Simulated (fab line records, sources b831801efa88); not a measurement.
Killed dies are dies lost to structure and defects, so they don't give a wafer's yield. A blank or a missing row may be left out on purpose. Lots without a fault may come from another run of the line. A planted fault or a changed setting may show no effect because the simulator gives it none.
Problem report in the 8D (eight disciplines) form, filled by code | flow gf180mcu | the parts of the form that need people (team, actions taken, sign-off) are left out

1. THE PROBLEM
V3_W_RS at GF_V3_RS_MEAS_24 reads a mean of 0.507 ohm/sq on 2 wafers of 1 lot; wafers without a fault read 0.322 ohm/sq with a standard deviation of 0.0047. That is +39 standard deviations from the usual mean.
The step: measures by four-point-probe.
First seen on wafer L909.3, day 27 08:31, on film_metro-02. The record holds 33 wafers of 11 lots with a number at this step. Rule for "out", or "out of limits": more than 4 standard deviations from the usual mean. The other wafers with a number count as sound.

2. WHAT IT IS AND WHAT IT IS NOT
question                    | is                | is not
which readings at this step | V3_W_RS           | -
which lots                  | L909              | L894, L895, L898, L901, L907, L910, L913, L915, L916, L917
which wafers of those lots  | L909.3, L909.5    | L909.2
read on which gauges        | film_metro-02     | film_metro-03, film_metro-04
when                        | from day 27 08:31 | up to then (16 sound wafers); but 15 sound wafers of L910, L913, L915, L916, L917 came after

3. SUSPECTS, AND WHAT RULES EACH OUT
Counting: a tool at a process step up to the reading stays a suspect if it ran every lot that is out. Sound lots after the first of them don't rule it out here, since some wafers of a struck lot are sound.
- the gauge at GF_V3_RS_MEAS_24: ruled out. All the wafers that are out were read on film_metro-02, but those of them that GF_V3_CMP_26 has rows for are out there too, on other tools.
- pvd_sputter-02 at GF_M3_SPUTTER_03 (material Ti, target thk 10 nm, time 6.7 s): kept. It ran the lot that is out, L909 (day 25 12:31); its last sound lot up to then is L894 (day 20 08:29).
- pvd_sputter-03 at GF_V3_SPUTTER_22 (material TiN, target thk 10 nm, time 40 s): kept. It ran the lot that is out, L909 (day 27 08:21); its last sound lot up to then is L907 (day 26 21:21).
- cvd_w-02 at GF_V3_CVD_23 (deposits W, target thk 350 nm, time 104.9 s): kept. It ran the lot that is out, L909 (day 27 08:23); its last sound lot up to then is L895 (day 22 13:17).
Left after counting: pvd_sputter-02 at GF_M3_SPUTTER_03, pvd_sputter-03 at GF_V3_SPUTTER_22, cvd_w-02 at GF_V3_CVD_23.

4. THE CAUSE (what the simulator had put in)
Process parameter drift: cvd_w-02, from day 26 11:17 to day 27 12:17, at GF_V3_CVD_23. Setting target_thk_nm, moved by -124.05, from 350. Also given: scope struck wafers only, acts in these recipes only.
Counting left 3 suspects, and this tool is among them.

5. THE CHAIN OF EFFECTS, in route order
Each row: a reading whose mean over the struck wafers that have a number lies more than 3 standard deviations from the usual. Only readings for which the record gives a usual standard deviation are gone through. hours: the time from each lot's start at the first step in this table that gives one to its start at this step, as a median over the lots. sigmas: the change in usual standard deviations.
hours | step              | reading            | usual        | on struck wafers | change | sigmas
0     | GF_V3_RS_MEAS_24  | V3_W_RS            | 0.322 ohm/sq | 0.507            | +0.185 | +39
1     | GF_V3_THK_MEAS_25 | V3_W_THK           | 346 nm       | 222              | -124   | -24
5     | GF_V3_CMP_26      | time_to_endpoint_s | 86 s         | 58               | -28    | -8.0
The process steps in it:
- GF_V3_CMP_26: polishes, stops on SiO2, t overpolish 15 s, target thk 0 nm.

6. WHAT WOULD HAVE CAUGHT IT SOONER
In this record the first reading out of limits at a measuring or inspecting step was taken at day 27 08:31, 21 hours after the fault began at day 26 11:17.
Of the tool readings at GF_V3_CVD_23 for which the record gives a usual standard deviation, none was out on any struck wafer, so an alarm limit of 4 standard deviations on them would not have fired.
All the lots that are out (1) had begun GF_V3_CVD_23 on cvd_w-02 by day 27 08:31. A hold on the tool at that time would have spared none of them.
